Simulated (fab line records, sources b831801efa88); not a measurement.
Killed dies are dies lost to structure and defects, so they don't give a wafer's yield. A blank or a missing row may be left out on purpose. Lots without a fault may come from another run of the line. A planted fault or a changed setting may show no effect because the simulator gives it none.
Which tool did it? | flow sky130 | 15 lots, 45 wafers sampled, at 4 steps of a route of 708

WHAT THE GAUGES READ, wafer by wafer
SKY_PWDE_OVL_MEAS_07. Usual: PWDE_OVL -0.2 nm, standard deviation 1.3.
lot  | measured    | on         | PWDE_OVL (nm)  | flag
L316 | day 3 18:39 | overlay-01 | -1.2 -2.0 -1.0 |
L317 | day 4 01:23 | overlay-02 | -0.4 -0.7 0.8  |
L319 | day 4 11:56 | overlay-02 | 0.4 -0.5 -2.1  |
L320 | day 4 17:05 | overlay-01 | 2.8 2.7 2.1    |
L322 | day 5 08:23 | overlay-01 | -2.2 -1.0 0.2  |
L324 | day 5 18:29 | overlay-02 | -1.7 0.6 0.3   |
L331 | day 7 14:07 | overlay-02 | 0.9 -0.8 -0.8  |
L332 | day 7 21:11 | overlay-01 | 0.5 0.5 1.6    |
L333 | day 8 02:23 | overlay-02 | -2.3 -1.2 -1.7 |
L334 | day 8 09:26 | overlay-01 | 0.7 -0.6 -0.5  |
L335 | day 8 11:35 | overlay-01 | -0.4 -0.1 -1.6 |
L336 | day 8 17:27 | overlay-02 | 0.1 0.1 -0.4   |
L337 | day 8 20:53 | overlay-02 | -2.2 -3.1 -1.6 |
L339 | day 9 05:30 | overlay-02 | -0.7 -0.3 -0.1 |
L338 | day 9 06:38 | overlay-01 | 0.5 2.4 0.8    |

SKY_PWDE_TW_MEAS_10. Usual: PWDE_TW 377, standard deviation 3.3.
lot  | measured    | on            | PWDE_TW     | flag
L316 | day 3 18:56 | film_metro-04 | 372 372 370 |
L317 | day 4 01:40 | film_metro-03 | 377 379 377 |
L319 | day 4 12:13 | film_metro-04 | 375 373 372 |
L320 | day 4 17:22 | film_metro-03 | 377 377 379 |
L322 | day 5 08:40 | film_metro-02 | 381 383 380 |
L324 | day 5 18:46 | film_metro-02 | 380 378 381 |
L331 | day 7 14:25 | film_metro-02 | 380 382 381 |
L332 | day 7 21:29 | film_metro-02 | 383 382 381 |
L333 | day 8 02:40 | film_metro-02 | 378 379 379 |
L334 | day 8 09:43 | film_metro-02 | 378 379 380 |
L335 | day 8 11:52 | film_metro-03 | 374 376 374 |
L336 | day 8 17:44 | film_metro-02 | 378 379 377 |
L337 | day 8 21:10 | film_metro-03 | 374 374 377 |
L339 | day 9 05:47 | film_metro-04 | 372 370 373 |
L338 | day 9 06:55 | film_metro-02 | 378 379 381 |

SKY_VT_ADJUST_LVTN_TW_MEAS_10. Usual: VT_ADJUST_LVTN_TW 241.9, standard deviation 2.9.
lot  | measured     | on            | VT_ADJUST_LVTN_TW | flag
L316 | day 6 18:31  | film_metro-01 | 239.1 238.8 239.9 |
L317 | day 7 01:06  | film_metro-02 | 245.9 245.2 246.5 |
L319 | day 7 14:50  | film_metro-02 | 245.7 246.9 245.8 |
L320 | day 7 19:48  | film_metro-01 | 238.6 240.1 240.4 |
L322 | day 8 13:23  | film_metro-01 | 237.2 238.0 238.9 |
L324 | day 9 00:32  | film_metro-01 | 239.2 237.3 238.8 |
L331 | day 11 06:02 | film_metro-02 | 244.4 244.3 243.0 |
L332 | day 11 14:54 | film_metro-04 | 240.7 240.6 239.7 |
L333 | day 11 21:37 | film_metro-01 | 238.6 239.9 238.1 |
L334 | day 12 04:55 | film_metro-01 | 239.1 240.5 238.2 |
L335 | day 12 09:16 | film_metro-02 | 244.4 243.8 245.3 |
L336 | day 12 13:41 | film_metro-02 | 244.9 245.0 243.8 |
L337 | day 12 18:01 | film_metro-02 | 244.7 245.6 245.0 |
L339 | day 13 01:31 | film_metro-02 | 245.4 245.1 245.9 |
L338 | day 13 05:13 | film_metro-04 | 240.7 240.4 241.9 |

WHICH TOOL RAN EACH LOT (tool, then ch and the chambers of the sampled wafers, then the start)
lot  | SKY_VT_ADJUST_HVTP_PEB_05
L316 | litho_track-03 ch 0, day 5 23:22
L317 | litho_track-03 ch 0, day 6 05:30
L319 | litho_track-04 ch 0, day 6 18:04
L320 | litho_track-03 ch 0, day 6 23:54
L322 | litho_track-01 ch 0, day 7 16:03
L324 | litho_track-01 ch 0, day 8 02:29
L331 | litho_track-03, day 10 06:13
L332 | litho_track-04, day 10 14:38
L333 | litho_track-04, day 10 20:43
L334 | litho_track-01 ch 0, day 11 04:24
L335 | litho_track-03 ch 0, day 11 08:18
L336 | litho_track-03 ch 0, day 11 13:28
L337 | litho_track-01 ch 0, day 11 16:42
L339 | litho_track-03 ch 0, day 12 01:25
L338 | litho_track-04 ch 0, day 12 03:56
- SKY_VT_ADJUST_HVTP_PEB_05

WHAT THE TOOLS THEMSELVES READ (means of the sampled wafers that have a number; where no wafer has one, the mark that the record gives instead)
SKY_VT_ADJUST_HVTP_PEB_05. Usual: exhaust_pa 45.1 Pa, standard deviation 0.82.
lot  | tool           | exhaust_pa (Pa) | flag
L316 | litho_track-03 | 44.2            |
L317 | litho_track-03 | 45.3            |
L319 | litho_track-04 | 44.6            |
L320 | litho_track-03 | 45.7            |
L322 | litho_track-01 | 45.3            |
L324 | litho_track-01 | 44.9            |
L331 | litho_track-03 | -               | OFF
L332 | litho_track-04 | -               | OFF
L333 | litho_track-04 | -               | OFF
L334 | litho_track-01 | 44.2            |
L335 | litho_track-03 | 46.0            |
L336 | litho_track-03 | 44.8            |
L337 | litho_track-01 | 45.0            |
L339 | litho_track-03 | 45.1            |
L338 | litho_track-04 | 44.3            |

THE ANSWER, worked out from the rows above alone
Rule: a lot is off if the mean of its wafers that have a number lies more than 3 standard deviations from the usual mean. A lot without any number at a reading at which 4 lots or more have one is off too. The other lots that the step has rows for count as sound. The gauges are gone through in route order, then the tools' own readings, and for those a lot's mean is taken as printed above. The first step at which some lot is off is used, and at that step the reading that is off furthest; a lot without a number counts as furthest.
Off: L331, L332, L333, at SKY_VT_ADJUST_HVTP_PEB_05 (exhaust_pa). Without a number there: L331, L332, L333.
A tool fits if, at that step or a process step before it, it ran every lot that is off, and no sound lot after the first of them. None of those tried fits.

WHAT THE SIMULATOR HAD PUT IN
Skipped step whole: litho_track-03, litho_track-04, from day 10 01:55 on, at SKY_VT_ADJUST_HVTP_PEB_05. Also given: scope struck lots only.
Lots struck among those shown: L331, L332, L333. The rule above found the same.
